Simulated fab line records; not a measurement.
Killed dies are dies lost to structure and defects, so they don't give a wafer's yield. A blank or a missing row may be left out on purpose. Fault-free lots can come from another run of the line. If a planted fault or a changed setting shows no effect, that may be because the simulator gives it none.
The same fault as seen by 2 desks :: flow sky130 :: numbers are kept per desk, each desk with only its own; the story behind them comes last

== DESK OF THE TOOL OWNER: litho track-01 ==
The tool's own readings at SKY_VT_ADJUST_LVTN_SOFTBAKE_14 (time 60 s): means of the sampled wafers that have a number, for each lot that ran on this tool. If a lot's mean is further than 4 standard deviations from the usual mean, the lot is out of limits and carries the mark OUT (the distance appears in the brackets).
Columns: A = chill plate temp C at SKY_VT_ADJUST_LVTN_SOFTBAKE_14, usual 23.01 C; B = heater power total W at SKY_VT_ADJUST_LVTN_SOFTBAKE_14, usual 56.59 W; C = plate temp C at SKY_VT_ADJUST_LVTN_SOFTBAKE_14, usual 90.02 C
lot: L582
first seen here: day 8 04:08
A: 22.93
B: 56.59
C: 90.09

lot: L584
first seen here: day 9 01:11
A: 23.10
B: 56.60
C: 90.08

lot: L586
first seen here: day 9 13:52
A: 23.13
B: 56.52
C: 90.03

lot: L587
first seen here: day 9 19:25
A: 23.14
B: 55.97 (-14) OUT
C: 89.33 (-6.3) OUT

lot: L588
first seen here: day 10 01:56
A: 23.13
B: 56.03 (-12) OUT
C: 89.36 (-6.0) OUT

lot: L592
first seen here: day 11 02:50
A: 22.96
B: 55.95 (-14) OUT
C: 89.33 (-6.3) OUT

lot: L600
first seen here: day 13 18:58
A: 23.15
B: 56.58
C: 89.95
This desk's finding: out of limits on L587, L588, L592; first on L587, day 9 19:25 (heater power total W at SKY_VT_ADJUST_LVTN_SOFTBAKE_14). L582, L584, L586, L600: within limits.

== FROM THE METROLOGY DESK ==
Lot by lot, what the gauges showed, no matter which tool ran the lot: averages of those sampled wafers that carry a number. If a lot's mean is further than 4 standard deviations from the usual mean, the lot is out of limits and carries the mark OUT (the distance appears in the brackets).
Columns: A = VIA2_HDPCVD_THK at SKY_VIA2_THK_MEAS_01, usual 1180 nm; B = cd nm at SKY_VIA2_CD_MEAS_12, usual 200.4 nm
lot: L578
first seen here: day 35 07:21
A: 1181
B: 200.1

lot: L580
first seen here: day 35 16:22
A: 1159
B: 200.3

lot: L582
first seen here: day 36 17:23
A: 1187
B: 199.6

lot: L581
first seen here: day 36 23:03
A: 1182
B: 199.5

lot: L584
first seen here: day 37 16:17
A: 1200
B: 201.3

lot: L586
first seen here: day 38 04:33
A: 1169
B: 202.0

lot: L587
first seen here: day 38 08:01
A: 1175
B: 198.7

lot: L588
first seen here: day 38 22:45
A: 1170
B: 201.4

lot: L590
first seen here: day 39 02:43
A: 1195
B: 200.4

lot: L592
first seen here: day 39 11:24
A: 1158
B: 201.9

lot: L595
first seen here: day 40 11:43
A: 1187
B: 201.1

lot: L599
first seen here: day 41 15:59
A: 1163
B: 200.4

lot: L600
first seen here: day 42 07:15
A: 1162
B: 199.9
Result from this desk: across the 13 lots, nothing is out of limits.

== PUT TOGETHER ==
On L587, L588, L592, at day 9 19:25, an alarm was possible from the tool owner's desk.
Metrology desk: nothing out of limits seen.
The metrology desk has L587, L588, L592 on record, within its limits.
All the named lots went through SKY_VT_ADJUST_LVTN_SOFTBAKE_14 on litho track-01.

== WHAT THE SIMULATOR PUT IN ==
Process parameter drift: litho track-01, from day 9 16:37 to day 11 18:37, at SKY_VT_ADJUST_LVTN_SOFTBAKE_14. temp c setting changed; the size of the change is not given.
Struck lots among those shown: L587, L588, L592.
How many hours passed from the start of the fault until each desk's first out-of-limits reading: the tool owner's desk, 3.
